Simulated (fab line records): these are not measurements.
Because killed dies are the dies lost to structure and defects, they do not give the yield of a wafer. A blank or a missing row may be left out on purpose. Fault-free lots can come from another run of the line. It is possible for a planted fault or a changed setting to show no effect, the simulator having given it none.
Struck lot and sound lot, side by side    flow gf180mcu    22 out of 602 route steps
Sound: the wafers L793.2, L793.5, L793.6. Struck: wafer L803.5 (left out: L803.4, a lot-mate that was not struck); the cause follows at the end.
At each step with rows: each side's tool, then ch and its chambers, then its first start. Under that, the readings that differ: sound wafers    struck wafers    difference of the means    sigmas: that difference in standard deviations of wafers without a fault.
alike: readings whose means differ by less than 2 such deviations, and words and numbers that are the same on both sides. not compared: withheld readings, readings that some wafer has no value for, bounds like >300 that may hide the same value, and numbers for which the record gives no deviation and whose values overlap.
Wherever a step has rows on one side only, a row that says differs or no value, or a row with sigmas, the two part there. Numbers that have no deviation but don't overlap get no sigmas and don't part them. A reading missing from all wafers of one side parts the sides only when that side holds two or more wafers.

GF_V5_RS_MEAS_24: measurement is done with a four-point probe.
  struck on film-metro-02, day 32 09:51; sound on film-metro-01, day 29 16:23
  alike: V5_W_RS
GF_V5_THK_MEAS_25: measures by xrf.
  struck on film-metro-02, day 32 09:56; sound on film-metro-01, day 29 16:30
  alike: V5_W_THK
GF_V5_CMP_26: polishes, stops on SiO2, t overpolish 15 s, target thk 0 nm.
  sound on cmp-01 ch 0,1, day 29 16:36; struck on cmp-01 ch 0, day 32 09:58
  alike: motor-current-A, overpolish-run-s, time-to-endpoint-s
then, 1 step without rows for these wafers: GF_TOP_METAL_SPUTTER_00 (material Ti, target thk 37.5 nm, time 150 s).
GF_TOP_METAL_SPUTTER_01: material TiN, target thk 30 nm, time 25 s.
  struck on pvd-sputter-01, day 32 10:22; sound on pvd-sputter-03, day 29 16:57
reading                 sound           struck  difference  sigmas
throttle-valve-pct (%)  31.5 31.6 28.6  28.4    -2.2        -2
GF_TOP_METAL_SPUTTER_02: material AlCu, target thk 900 nm, time 47.82 s.
  struck on pvd-sputter-01, day 32 10:24; sound on pvd-sputter-03, day 29 16:59
  alike: throttle-valve-pct
GF_TOP_METAL_SPUTTER_03: material Ti, target thk 5 nm, time 3.3 s.
  struck on pvd-sputter-01, day 32 10:27; sound on pvd-sputter-03, day 29 17:01
reading                 sound           struck  difference  sigmas
throttle-valve-pct (%)  31.1 31.6 28.8  28.5    -2.0        -2
GF_TOP_METAL_SPUTTER_04: material TiN, target thk 25 nm, time 20.8 s.
  struck on pvd-sputter-01, day 32 10:28; sound on pvd-sputter-03, day 29 17:02
reading                 sound           struck  difference  sigmas
throttle-valve-pct (%)  31.3 31.4 29.0  28.4    -2.2        -2
GF_TOP_METAL_RS_MEAS_05: measurement is done with a four-point probe.
  struck on film-metro-02, day 32 10:33; sound on film-metro-02, day 29 17:05
  alike: TOP_METAL_ALCU_RS
GF_TOP_METAL_THK_MEAS_06: measures by xrf.
  struck on film-metro-02, day 32 10:38; sound on film-metro-02, day 29 17:12
  alike: TOP_METAL_ALCU_THK
then, 2 steps without rows for these wafers: GF_TOP_METAL_DEHYDRATE_07 (time 60 s); GF_TOP_METAL_HMDS_08 (prime time 60 s).
GF_TOP_METAL_COAT_09: resist thk 1500 nm.
  sound on litho-track-04 ch 0, day 30 02:20; struck on litho-track-01 ch 0, day 32 17:59
reading                                         sound           struck  difference  sigmas
model.NOVOLAK_of_TOP_METAL_COAT_09.thk-nm (nm)  1492 1494 1494  1455    -38         
then, 4 steps without rows for these wafers: GF_TOP_METAL_SOFTBAKE_10 (time 60 s); GF_TOP_METAL_EXPOSE_11 (exposes mask MetalTop, target cd 440 nm); GF_TOP_METAL_PEB_12; GF_TOP_METAL_DEVELOP_13 (develop time 60 s).
GF_TOP_METAL_CD_MEAS_14 targets a cd of 440 nm.
  struck on cd-sem-01, day 33 02:22; sound on cd-sem-01, day 30 11:10
  alike: cd-nm
GF_TOP_METAL_OVL_MEAS_15:
  struck on overlay-01, day 33 02:27; sound on overlay-01, day 30 11:16
reading             sound          struck  difference  sigmas
TOP_METAL_OVL (nm)  -0.7 -0.7 0.0  -3.8    -3.3        -2
GF_TOP_METAL_METAL_ETCH_16: etches the open film in Cl2/BCl3, stops on SiO2, target depth 1197 nm, time 199.5 s.
  sound on rie-metal-03 ch 0,1, day 30 11:17; struck on rie-metal-03 ch 1, day 33 02:32
reading                                         sound           struck  difference  sigmas
model.NOVOLAK_of_TOP_METAL_COAT_09.thk-nm (nm)  1026 1016 1022  985.7   -35.6       
  alike: drypump-motor-current-A, oes-product-au, throttle-valve-pct
  not compared: rf-hours-counter-h
GF_TOP_METAL_STRIP_17: strips in O2/N2.
  sound on plasma-asher-03 ch 0,1, day 30 11:29; struck on plasma-asher-01 ch 1, day 33 02:41
reading                       sound              struck  difference  sigmas
drypump-motor-current-A (A)   6.0 6.5 6.0        4.9     -1.3        -3
heater-power-w (W)            430 340 454        281     -127        -3
strip-time-to-endpoint-s (s)  12.97 12.84 12.91  12.57   -0.34       -4
  alike: oes-product-au, platen-temp-c
  not compared: rf-hours-counter-h
then, 1 step without rows for these wafers: GF_TOP_METAL_STRIP_18 (strips in post etch residue remover, time 1200 s).

WHERE THEY PART
At GF_TOP_METAL_SPUTTER_01 first; at GF_TOP_METAL_STRIP_17 last (within this record only).

WHY: what the simulator had put in
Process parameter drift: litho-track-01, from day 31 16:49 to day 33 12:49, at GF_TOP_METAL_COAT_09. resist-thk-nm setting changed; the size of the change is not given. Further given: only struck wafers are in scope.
